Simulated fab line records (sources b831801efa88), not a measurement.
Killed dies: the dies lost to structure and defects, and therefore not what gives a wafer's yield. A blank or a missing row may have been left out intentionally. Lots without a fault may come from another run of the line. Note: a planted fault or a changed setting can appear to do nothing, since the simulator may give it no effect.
The same fault as seen by 2 desks :: flow sky130 :: each desk holds nothing but its own numbers, with what lay behind them at the end

## FROM THE METROLOGY DESK
Lot by lot, what the gauges showed, no matter which tool ran the lot: averages of those sampled wafers that carry a number. The brackets show how far a lot's mean lies from the usual mean; more than 4 standard deviations puts the lot out of limits, marked OUT.
Columns: A = DNWELL_TW at SKY_DNWELL_TW_MEAS_09, usual 1114; B = cd_nm at SKY_VT_ADJUST_HVTP_CD_MEAS_07, usual 380.1 nm; C = VT_ADJUST_HVTP_TW at SKY_VT_ADJUST_HVTP_TW_MEAS_11, usual 1342; D = VT_ADJUST_LVTN_OVL at SKY_VT_ADJUST_LVTN_OVL_MEAS_07, usual -1.0 nm
lot: L573
first seen here: day 3 06:38
A: 1102
B: 379.2
C: 1348
D: -0.4

lot: L575
first seen here: day 3 18:05
A: 1114
B: 379.9
C: 1357
D: -0.5

lot: L576
first seen here: day 3 20:15
A: 1135
B: 382.5
C: 1352
D: -2.1

lot: L580
first seen here: day 4 18:57
A: 1109
B: 380.7
C: 1301 (-5.7) OUT
D: -2.2

lot: L581
first seen here: day 4 23:58
A: 1129
B: 379.9
C: 1345
D: 0.4

lot: L584
first seen here: day 5 15:32
A: 1100
B: 384.6
C: 1293 (-6.8) OUT
D: -1.5

lot: L585
first seen here: day 5 22:09
A: 1123
B: 380.4
C: 1293 (-6.7) OUT
D: -1.3

lot: L588
first seen here: day 6 19:13
A: 1111
B: 379.8
C: 1343
D: 0.2

lot: L590
first seen here: day 7 01:17
A: 1125
B: 381.1
C: 1343
D: -0.4

lot: L591
first seen here: day 7 05:28
A: 1097
B: 378.1
C: 1341
D: 0.7

lot: L592
first seen here: day 7 14:58
A: 1102
B: 380.0
C: 1343
D: -1.6

lot: L593
first seen here: day 7 16:47
A: 1107
B: 377.7
C: 1348
D: 0.5

lot: L594
first seen here: day 8 04:18
A: 1108
B: 379.5
C: 1348
D: -1.4

lot: L595
first seen here: day 8 13:27
A: 1116
B: 380.0
C: 1343
D: 0.1
This desk's finding: out of limits on L580, L584, L585; first on L580, day 7 22:36 (VT_ADJUST_HVTP_TW at SKY_VT_ADJUST_HVTP_TW_MEAS_11). In limits: L573, L575, L576, L581, L588, L590, L591, L592, L593, L594, L595.

## FOR THE TOOL OWNER'S DESK: implanter-03
The tool's own readings at SKY_VT_ADJUST_HVTP_IMPLANT_09, given as means over the sampled wafers that have a number, one for each lot that went through this tool. The brackets show how far a lot's mean lies from the usual mean; more than 4 standard deviations puts the lot out of limits, marked OUT.
Columns: A = dose_ions_cm2 at SKY_VT_ADJUST_HVTP_IMPLANT_09, usual 4.301e+12; B = faraday_current_uA at SKY_VT_ADJUST_HVTP_IMPLANT_09, usual 24.2
lot: L573
first seen here: day 6 04:51
A: 4.302e+12
B: 24.1

lot: L575
first seen here: day 6 20:42
A: 4.301e+12
B: 24.5

lot: L580
first seen here: day 7 22:21
A: 3.892e+12 (-91) OUT
B: 22.1 (-4.4) OUT

lot: L584
first seen here: day 9 00:36
A: 3.892e+12 (-91) OUT
B: 21.9 (-5.0) OUT

lot: L585
first seen here: day 9 07:49
A: 3.889e+12 (-92) OUT
B: 21.6 (-5.5) OUT
Finding of this desk: L580, L584, L585 out of limits; the first was L580 at day 7 22:21, on dose_ions_cm2 at SKY_VT_ADJUST_HVTP_IMPLANT_09. In limits: L573, L575.

## PUT TOGETHER
The tool owner's desk could have raised an alarm at day 7 22:21, on L580, L584, L585.
The metrology desk could have raised an alarm at day 7 22:36, on L580, L584, L585.
The lots listed all ran SKY_VT_ADJUST_HVTP_IMPLANT_09 on implanter-03.

## WHAT THE SIMULATOR HAD PUT IN
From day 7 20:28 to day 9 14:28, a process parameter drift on implanter-03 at SKY_VT_ADJUST_HVTP_IMPLANT_09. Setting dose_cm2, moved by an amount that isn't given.
Struck lots among those shown: L580, L584, L585.
Delay (hours) between the fault's onset and each desk's first out-of-limits reading: 2 at the tool owner's desk, 2 at the metrology desk.
